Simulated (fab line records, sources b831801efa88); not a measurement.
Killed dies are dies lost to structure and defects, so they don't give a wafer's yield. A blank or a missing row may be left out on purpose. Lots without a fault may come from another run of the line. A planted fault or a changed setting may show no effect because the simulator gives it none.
Which tool did it? | flow sky130 | 14 lots, 40 wafers sampled, at 5 steps of a route of 708

WHAT THE GAUGES READ, wafer by wafer
SKY_VIA3_THK_MEAS_23: measures by xrf. Usual: VIA3_W_THK 397 nm, standard deviation 6.9.
lot  | measured     | on            | VIA3_W_THK (nm) | flag
L863 | day 39 15:48 | film_metro-04 | 402 411 403     |
L864 | day 39 21:26 | film_metro-03 | 392 395 391     |
L865 | day 40 08:57 | film_metro-02 | 394 392 392     |
L868 | day 41 01:45 | film_metro-02 | 398 397 395     |
L867 | day 41 01:50 | film_metro-04 | 417 407 403     |
L866 | day 41 02:54 | film_metro-04 | 408 410 407     |
L870 | day 42 00:30 | film_metro-04 | 400 395 401     |
L873 | day 42 12:55 | film_metro-04 | 398 394         |
L874 | day 42 22:31 | film_metro-03 | 398 401         |
L882 | day 45 02:52 | film_metro-03 | 391 389 391     |
L883 | day 45 05:50 | film_metro-04 | 404 399 398     |
L884 | day 45 05:00 | film_metro-02 | 389 388 383     |
L885 | day 45 12:10 | film_metro-02 | 392 399 400     |
L886 | day 45 15:45 | film_metro-03 | 385 388 390     |

WHICH TOOL RAN EACH LOT (tool, then ch and the chambers of the sampled wafers, then the start)
lot  | SKY_VIA1_STRIP_16                    | SKY_METAL2_SPUTTER_03        | SKY_METAL3_METAL_ETCH_18          | SKY_METAL3_STRIP_19
L863 | plasma_asher-03 ch 0,1, day 33 21:35 | pvd_sputter-02, day 33 23:06 | rie_metal-04 ch 0,1, day 38 12:08 | plasma_asher-01 ch 0,1, day 38 12:19
L864 | plasma_asher-02 ch 0,1, day 34 05:55 | pvd_sputter-01, day 34 07:16 | rie_metal-01 ch 0,1, day 38 18:23 | plasma_asher-01 ch 0,1, day 38 18:34
L865 | plasma_asher-01 ch 0,1, day 34 18:11 | pvd_sputter-02, day 34 19:27 | rie_metal-03 ch 0,1, day 39 05:32 | plasma_asher-03 ch 0,1, day 39 05:41
L868 | plasma_asher-01 ch 0,1, day 35 11:23 | pvd_sputter-04, day 35 12:44 | rie_metal-03 ch 0, day 39 22:31   | plasma_asher-01 ch 0,1, day 39 22:41
L867 | plasma_asher-02 ch 0,1, day 35 11:44 | pvd_sputter-01, day 35 13:05 | rie_metal-01 ch 1, day 39 22:52   | plasma_asher-03 ch 0,1, day 39 23:02
L866 | plasma_asher-02 ch 0,1, day 35 12:27 | pvd_sputter-02, day 35 13:51 | rie_metal-04 ch 0,1, day 39 23:50 | plasma_asher-03 ch 1, day 40 00:01
L870 | plasma_asher-01 ch 0,1, day 36 10:28 | pvd_sputter-01, day 36 13:10 | rie_metal-01 ch 0,1, day 40 22:17 | plasma_asher-01 ch 0,1, day 40 22:28
L873 | plasma_asher-02 ch 0,1, day 37 03:10 | pvd_sputter-01, day 37 04:52 | rie_metal-01 ch 0,1, day 41 10:59 | plasma_asher-02 ch 0,1, day 41 11:10
L874 | plasma_asher-03 ch 0,1, day 37 12:42 | pvd_sputter-01, day 37 14:00 | rie_metal-01 ch 0,1, day 41 20:53 | plasma_asher-03 ch 0,1, day 41 21:04
L882 | plasma_asher-02 ch 0,1, day 39 22:34 | pvd_sputter-02, day 40 00:11 | rie_metal-04 ch 0,1, day 44 02:49 | plasma_asher-01 ch 1, day 44 02:59
L883 | plasma_asher-02 ch 0,1, day 40 00:21 | pvd_sputter-04, day 40 01:41 | rie_metal-03 ch 0,1, day 44 04:53 | plasma_asher-02 ch 0,1, day 44 05:04
L884 | plasma_asher-01 ch 0,1, day 40 01:58 | pvd_sputter-01, day 40 03:18 | rie_metal-04 ch 0,1, day 44 05:14 | plasma_asher-01 ch 0,1, day 44 05:25
L885 | plasma_asher-02 ch 0,1, day 40 09:30 | pvd_sputter-04, day 40 10:53 | rie_metal-01 ch 1, day 44 12:18   | plasma_asher-02 ch 0,1, day 44 12:28
L886 | plasma_asher-03 ch 0,1, day 40 15:32 | pvd_sputter-01, day 40 16:53 | rie_metal-01 ch 0,1, day 44 16:23 | plasma_asher-02 ch 0,1, day 44 16:34
- SKY_VIA1_STRIP_16: strips in O2/N2.
- SKY_METAL2_SPUTTER_03: material Ti, target thk 5 nm, time 3.3 s.
- SKY_METAL3_METAL_ETCH_18: etches the open film in Cl2/BCl3, stops on SiO2, target depth 845 nm, time 183.1 s.
- SKY_METAL3_STRIP_19: strips in O2/N2.

WHAT THE TOOLS THEMSELVES READ (means of the sampled wafers that have a number; where no wafer has one, the mark that the record gives instead)
SKY_VIA1_STRIP_16. Usual: drypump_motor_current_A 5.3 A, standard deviation 0.51; oes_product_au 0.416 a.u., standard deviation 0.0049; strip_time_to_endpoint_s 4.465 s, standard deviation 0.02.
lot  | tool            | drypump_motor_current_A (A) | oes_product_au (a.u.) | strip_time_to_endpoint_s (s) | flag
L863 | plasma_asher-03 | 5.4                         | 0.421                 | 4.489                        |
L864 | plasma_asher-02 | 4.8                         | 0.416                 | 4.473                        |
L865 | plasma_asher-01 | 5.8                         | 0.420                 | 4.461                        |
L868 | plasma_asher-01 | 5.8                         | 0.414                 | 4.463                        |
L867 | plasma_asher-02 | 4.8                         | 0.418                 | 4.474                        |
L866 | plasma_asher-02 | 4.8                         | 0.422                 | 4.486                        |
L870 | plasma_asher-01 | 5.7                         | 0.413                 | 4.477                        |
L873 | plasma_asher-02 | 4.8                         | 0.415                 | 4.452                        |
L874 | plasma_asher-03 | 5.5                         | 0.413                 | 4.456                        |
L882 | plasma_asher-02 | 4.8                         | 0.419                 | 4.482                        |
L883 | plasma_asher-02 | 4.8                         | 0.414                 | 4.469                        |
L884 | plasma_asher-01 | 5.7                         | 0.416                 | 4.497                        |
L885 | plasma_asher-02 | 4.9                         | 0.416                 | 4.440                        |
L886 | plasma_asher-03 | 5.7                         | 0.415                 | 4.456                        |

SKY_METAL2_SPUTTER_03. Usual: throttle_valve_pct 29.9 %, standard deviation 1.1.
lot  | tool           | throttle_valve_pct (%) | flag
L863 | pvd_sputter-02 | 30.0                   |
L864 | pvd_sputter-01 | 29.3                   |
L865 | pvd_sputter-02 | 30.0                   |
L868 | pvd_sputter-04 | 31.0                   |
L867 | pvd_sputter-01 | 29.1                   |
L866 | pvd_sputter-02 | 30.3                   |
L870 | pvd_sputter-01 | 29.4                   |
L873 | pvd_sputter-01 | 29.5                   |
L874 | pvd_sputter-01 | 29.1                   |
L882 | pvd_sputter-02 | 29.9                   |
L883 | pvd_sputter-04 | 30.7                   |
L884 | pvd_sputter-01 | 29.7                   |
L885 | pvd_sputter-04 | 29.1                   |
L886 | pvd_sputter-01 | 29.5                   |

SKY_METAL3_METAL_ETCH_18. Usual: drypump_motor_current_A 5.7 A, standard deviation 0.52; oes_product_au 0.865 a.u., standard deviation 0.0057; throttle_valve_pct 22.264 %, standard deviation 0.0088.
lot  | tool         | drypump_motor_current_A (A) | oes_product_au (a.u.) | throttle_valve_pct (%) | flag
L863 | rie_metal-04 | 6.3                         | 0.859                 | 22.268                 |
L864 | rie_metal-01 | 5.5                         | 0.859                 | 22.267                 |
L865 | rie_metal-03 | 5.9                         | 0.872                 | 22.268                 |
L868 | rie_metal-03 | 5.7                         | 0.861                 | 22.263                 |
L867 | rie_metal-01 | 5.7                         | 0.864                 | 22.256                 |
L866 | rie_metal-04 | 6.2                         | 0.865                 | 22.262                 |
L870 | rie_metal-01 | 5.5                         | 0.868                 | 22.262                 |
L873 | rie_metal-01 | 5.3                         | 0.872                 | 22.263                 |
L874 | rie_metal-01 | 5.3                         | 0.865                 | 22.262                 |
L882 | rie_metal-04 | 6.3                         | 0.868                 | 22.260                 |
L883 | rie_metal-03 | 5.9                         | 0.867                 | 22.264                 |
L884 | rie_metal-04 | 6.3                         | 0.868                 | 22.259                 |
L885 | rie_metal-01 | 5.7                         | 0.866                 | 22.261                 |
L886 | rie_metal-01 | 5.4                         | 0.865                 | 22.263                 |

SKY_METAL3_STRIP_19. Usual: drypump_motor_current_A 5.4 A, standard deviation 0.51; oes_product_au 0.505 a.u., standard deviation 0.0048; strip_time_to_endpoint_s 6.59 s, standard deviation 0.058.
lot  | tool            | drypump_motor_current_A (A) | oes_product_au (a.u.) | strip_time_to_endpoint_s (s) | flag
L863 | plasma_asher-01 | 5.8                         | 0.502                 | 6.61                         |
L864 | plasma_asher-01 | 5.8                         | 0.508                 | 6.58                         |
L865 | plasma_asher-03 | 5.4                         | 0.502                 | 6.64                         |
L868 | plasma_asher-01 | 5.7                         | 0.510                 | 6.68                         |
L867 | plasma_asher-03 | 5.7                         | 0.503                 | 6.62                         |
L866 | plasma_asher-03 | 5.0                         | 0.503                 | 6.54                         |
L870 | plasma_asher-01 | 5.8                         | 0.505                 | 6.57                         |
L873 | plasma_asher-02 | 4.8                         | 0.516                 | 6.95                         | OFF
L874 | plasma_asher-03 | 5.5                         | 0.520                 | 7.00                         | OFF
L882 | plasma_asher-01 | 5.7                         | 0.498                 | 6.53                         |
L883 | plasma_asher-02 | 4.8                         | 0.506                 | 6.59                         |
L884 | plasma_asher-01 | 5.8                         | 0.503                 | 6.51                         |
L885 | plasma_asher-02 | 4.8                         | 0.504                 | 6.58                         |
L886 | plasma_asher-02 | 4.8                         | 0.500                 | 6.52                         |

THE ANSWER, worked out from the rows above alone
Rule: a lot is off if the mean of its wafers that have a number lies more than 3 standard deviations from the usual mean. A lot without any number at a reading at which 4 lots or more have one is off too. The other lots that the step has rows for count as sound. The gauges are gone through in route order, then the tools' own readings, and for those a lot's mean is taken as printed above. The first step at which some lot is off is used, and at that step the reading that is off furthest; a lot without a number counts as furthest.
Off: L873, L874, at SKY_METAL3_STRIP_19 (strip_time_to_endpoint_s).
A tool fits if, at that step or a process step before it, it ran every lot that is off, and no sound lot after the first of them. None of those tried fits.

WHAT THE SIMULATOR HAD PUT IN
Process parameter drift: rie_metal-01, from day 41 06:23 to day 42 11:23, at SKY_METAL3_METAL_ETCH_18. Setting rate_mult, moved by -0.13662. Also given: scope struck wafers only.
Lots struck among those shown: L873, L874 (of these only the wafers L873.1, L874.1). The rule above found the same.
